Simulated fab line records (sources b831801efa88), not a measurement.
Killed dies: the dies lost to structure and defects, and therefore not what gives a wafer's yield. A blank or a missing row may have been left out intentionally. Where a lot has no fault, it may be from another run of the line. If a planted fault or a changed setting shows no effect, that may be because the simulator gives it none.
2 desks, one fault / flow sky130 / each desk has only its own numbers; what lay behind them comes last

== TOOL OWNER'S DESK, krf_scanner-01 ==
The tool's own readings at SKY_METAL3_EXPOSE_10 (exposes mask MM3, target cd 300 nm): means of the sampled wafers that have a number, for each lot that ran on this tool. Marked OUT: a lot whose mean sits more than 4 standard deviations from the usual mean, which makes it out of limits; the brackets give that distance.
Columns: A = exposure_dose_mJ_cm2 at SKY_METAL3_EXPOSE_10, usual 27.96
lot=L397; first seen here=day 38 00:21; A=27.94
lot=L398; first seen here=day 38 08:26; A=27.99
lot=L405; first seen here=day 40 11:05; A=26.67 (-38) OUT
lot=L414; first seen here=day 43 03:40; A=27.93
lot=L416; first seen here=day 43 17:35; A=27.89
lot=L417; first seen here=day 43 20:17; A=27.93
lot=L419; first seen here=day 44 08:10; A=27.95
lot=L420; first seen here=day 44 10:12; A=27.95
This desk's verdict: out of limits on L405, starting with L405 at day 40 11:05 (exposure_dose_mJ_cm2 at SKY_METAL3_EXPOSE_10). Within limits: L397, L398, L414, L416, L417, L419, L420.

== THE METROLOGY DESK ==
What the gauges read, lot by lot, whatever tool the lot ran on: means of the sampled wafers that have a number. Marked OUT: a lot whose mean sits more than 4 standard deviations from the usual mean, which makes it out of limits; the brackets give that distance.
Columns: A = VIA2_W_RS at SKY_VIA2_RS_MEAS_22, usual 0.2734 ohm/sq; B = CAPM_TIN_THK at SKY_CAPM_THK_MEAS_04, usual 196.2 nm; C = cd_nm at SKY_METAL3_CD_MEAS_13, usual 300.3 nm
lot=L397; first seen here=day 36 07:49; A=0.2740; B=194.8; C=299.7
lot=L398; first seen here=day 36 16:19; A=0.2729; B=194.7; C=301.0
lot=L402; first seen here=day 37 12:05; A=0.2757; B=193.5; C=299.4
lot=L405; first seen here=day 38 20:14; A=0.2710; B=198.6; C=286.2 (-11) OUT
lot=L410; first seen here=day 40 06:29; A=0.2696; B=194.4; C=299.5
lot=L414; first seen here=day 41 14:51; A=0.2711; B=196.9; C=301.4
lot=L415; first seen here=day 41 19:48; A=0.2745; B=198.3; C=303.0
lot=L416; first seen here=day 42 04:14; A=0.2723; B=194.5; C=301.1
lot=L417; first seen here=day 42 08:02; A=0.2756; B=194.3; C=299.0
lot=L418; first seen here=day 42 17:32; A=0.2733; B=198.6; C=301.4
lot=L419; first seen here=day 42 20:02; A=0.2745; B=202.0; C=302.3
lot=L420; first seen here=day 42 22:50; A=0.2721; B=197.9; C=300.6
This desk's verdict: out of limits on L405, starting with L405 at day 40 23:28 (cd_nm at SKY_METAL3_CD_MEAS_13). Within limits: L397, L398, L402, L410, L414, L415, L416, L417, L418, L419, L420.

== ALL TOGETHER ==
An alarm could have come from the tool owner's desk at day 40 11:05, on L405.
On L405, the metrology desk was in a position to raise an alarm at day 40 23:28.
Of the lots named, all ran SKY_METAL3_EXPOSE_10 on krf_scanner-01.

== WHAT HAD BEEN PUT IN BY THE SIMULATOR ==
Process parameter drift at SKY_METAL3_EXPOSE_10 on krf_scanner-01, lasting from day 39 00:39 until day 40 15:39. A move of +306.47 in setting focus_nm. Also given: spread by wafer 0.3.
Lots struck among those shown: L405.
Time in hours from fault onset to the first out-of-limits reading at each desk: tool owner's desk 34, metrology desk 47.
